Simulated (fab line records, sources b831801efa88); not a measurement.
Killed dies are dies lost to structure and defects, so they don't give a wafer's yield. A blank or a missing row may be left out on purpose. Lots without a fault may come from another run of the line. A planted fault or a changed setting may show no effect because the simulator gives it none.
One fault seen from 2 desks | flow sky130 | each desk has only its own numbers; what lay behind them comes last

THE METROLOGY DESK
What the gauges read, lot by lot, whatever tool the lot ran on: means of the sampled wafers that have a number. A lot is out of limits, marked OUT, if its mean lies more than 4 standard deviations from the usual mean; the brackets give that distance.
Columns: A = LDD_LDN_TW at SKY_LDD_LDN_TW_MEAS_13, usual 1471; B = LOCAL_INTERCONNECT_TIN_RS at SKY_LOCAL_INTERCONNECT_RS_MEAS_01, usual 14.14 ohm/sq; C = cd_nm at SKY_CONTACT_CD_MEAS_14, usual 170.2 nm; D = PASSIVATION_CVD_02_THK at SKY_PASSIVATION_THK_MEAS_03, usual 539 nm
lot  | first seen here | A    | B     | C     | D
L905 | day 22 18:25    | 1476 | 14.17 | 169.4 | 552
L906 | day 23 03:31    | 1469 | 14.40 | 171.1 | 544
L908 | day 23 21:00    | 1473 | 14.21 | 171.8 | 536
L910 | day 24 20:39    | 1464 | 14.13 | 168.8 | 635 (+15) OUT
L912 | day 25 10:50    | 1486 | 14.11 | 168.5 | 745 (+32) OUT
L920 | day 28 21:00    | 1471 | 14.36 | 169.9 | 542
L923 | day 29 12:47    | 1462 | 13.69 | 168.0 | 543
L922 | day 29 17:06    | 1487 | 14.07 | 170.2 | 543
L924 | day 30 01:26    | 1471 | 14.24 | 170.2 | 530
L927 | day 30 16:31    | 1469 | 13.90 | 168.9 | 540
L928 | day 30 19:15    | 1472 | 14.19 | 171.6 | 537
This desk's finding: out of limits on L910, L912; first on L910, day 45 08:31 (PASSIVATION_CVD_02_THK at SKY_PASSIVATION_THK_MEAS_03). In limits: L905, L906, L908, L920, L923, L922, L924, L927, L928.

THE TOOL OWNER'S DESK: pecvd-04
The tool's own readings at SKY_PASSIVATION_CVD_02 (deposits Si3N4, target thk 540 nm): means of the sampled wafers that have a number, for each lot that ran on this tool. A lot is out of limits, marked OUT, if its mean lies more than 4 standard deviations from the usual mean; the brackets give that distance.
Columns: A = heater_power_w at SKY_PASSIVATION_CVD_02, usual 693 W
lot  | first seen here | A
L905 | day 43 18:32    | 649
L908 | day 44 15:28    | 680
L910 | day 45 08:17    | 720
L912 | day 45 18:49    | 705
L920 | day 48 06:43    | 656
L923 | day 48 15:35    | 729
L922 | day 48 18:22    | 719
L927 | day 49 10:04    | 728
This desk's finding: nothing out of limits on any of the 8 lots.

PUT TOGETHER
The metrology desk could have raised an alarm at day 45 08:31, on L910, L912.
The tool owner's desk saw nothing out of limits.
The tool owner's desk has L910, L912 on record, within its limits.
Of the lots named, all ran SKY_PASSIVATION_CVD_02 on pecvd-04.

WHAT THE SIMULATOR HAD PUT IN
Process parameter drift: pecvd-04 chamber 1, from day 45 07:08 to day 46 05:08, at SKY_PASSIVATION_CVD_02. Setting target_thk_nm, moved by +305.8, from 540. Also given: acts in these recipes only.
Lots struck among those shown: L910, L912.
Hours from the fault's start to each desk's first reading out of limits: the metrology desk, 1.
